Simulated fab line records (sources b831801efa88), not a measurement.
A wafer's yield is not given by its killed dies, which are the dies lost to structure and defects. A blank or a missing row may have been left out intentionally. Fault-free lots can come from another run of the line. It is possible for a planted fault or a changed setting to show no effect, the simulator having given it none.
Which of the tools did it? | flow gf180mcu | route of 602 steps, sampled at 1 step: 14 lots, 42 wafers

WHAT THE GAUGES SHOWED, per wafer
No reading from a measuring or inspecting step in the record can be judged against a usual standard deviation.

WHICH TOOL RAN EACH LOT (tool, then ch and the chambers of the sampled wafers, then the start)
lot  | GF_V5_ETCH_16
L415 | rie diel-04 ch 0,1,2, day 27 20:31
L416 | rie diel-02 ch 1,2,3, day 28 02:43
L423 | rie diel-04 ch 0,1, day 30 14:24
L424 | rie diel-04 ch 0,2,3, day 30 16:18
L425 | rie diel-02 ch 0,2,3, day 30 21:23
L426 | rie diel-01 ch 2,3, day 31 08:37
L427 | rie diel-01 ch 0,2,3, day 31 12:18
L428 | rie diel-01 ch 1,2,3, day 31 21:57
L429 | rie diel-01 ch 1,2,3, day 32 01:25
L431 | rie diel-01 ch 0,2, day 32 07:38
L432 | rie diel-01 ch 0,2,3, day 32 15:30
L433 | rie diel-01 ch 2,3, day 32 20:31
L435 | rie diel-04 ch 1,2, day 33 12:34
L436 | rie diel-04 ch 1,2,3, day 33 15:51
- GF_V5_ETCH_16: etches BARC in N2/H2.

AS READ BY THE TOOLS THEMSELVES (means over the sampled wafers that have a number; for cases with no such wafer, the mark the record gives instead)
GF_V5_ETCH_16.
lot  | tool        | bias w (W) | drypump motor current A (A) | oes product au (a.u.) | throttle valve pct (%)
L415 | rie diel-04 | 100.3      | 6.1                         | 0.850                 | 13.229
L416 | rie diel-02 | 99.7       | 6.0                         | 0.854                 | 13.218
L423 | rie diel-04 | 92.9       | 6.1                         | 0.849                 | 13.233
L424 | rie diel-04 | 92.5       | 5.8                         | 0.859                 | 13.213
L425 | rie diel-02 | 100.2      | 6.2                         | 0.862                 | 13.231
L426 | rie diel-01 | 100.2      | 6.0                         | 0.857                 | 13.233
L427 | rie diel-01 | 99.9       | 5.9                         | 0.857                 | 13.219
L428 | rie diel-01 | 100.0      | 6.0                         | 0.857                 | 13.218
L429 | rie diel-01 | 100.2      | 6.0                         | 0.857                 | 13.217
L431 | rie diel-01 | 100.0      | 5.7                         | 0.860                 | 13.222
L432 | rie diel-01 | 100.0      | 5.9                         | 0.856                 | 13.222
L433 | rie diel-01 | 100.2      | 6.0                         | 0.852                 | 13.220
L435 | rie diel-04 | 100.0      | 6.1                         | 0.858                 | 13.224
L436 | rie diel-04 | 100.3      | 5.8                         | 0.856                 | 13.222

THE ANSWER, worked out from the rows above alone
Rule: what is usual is taken from the lots themselves. Put in order of their means at a reading, lots are off if they are a third of the lots or fewer, leave a main group of 4 or more, and stand apart from it by a gap of 3 or more times the standard deviation of the main group's means; of several such gaps the widest counts. If all means in a main group match to the digits the tables above print for the reading, that group is not used. Also off: a lot with no number at a reading for which 4 or more lots have one. Where the step has rows for the other lots, those lots are counted as sound. The gauges are gone through in route order, then the tools' own readings, and for those a lot's mean is taken as printed above. At the first step where some lot is off, the reading lying furthest off is the one used; lots without a number count as furthest.
Off, at GF_V5_ETCH_16 on bias w: L423, L424. The main group: mean 100.1 W, standard deviation 0.17.
A tool fits if, at that step or a process step before it, it ran every lot that is off, and no sound lot after the first of them. Not one of the candidates tried fits.

WHAT THE SIMULATOR HAD PUT IN
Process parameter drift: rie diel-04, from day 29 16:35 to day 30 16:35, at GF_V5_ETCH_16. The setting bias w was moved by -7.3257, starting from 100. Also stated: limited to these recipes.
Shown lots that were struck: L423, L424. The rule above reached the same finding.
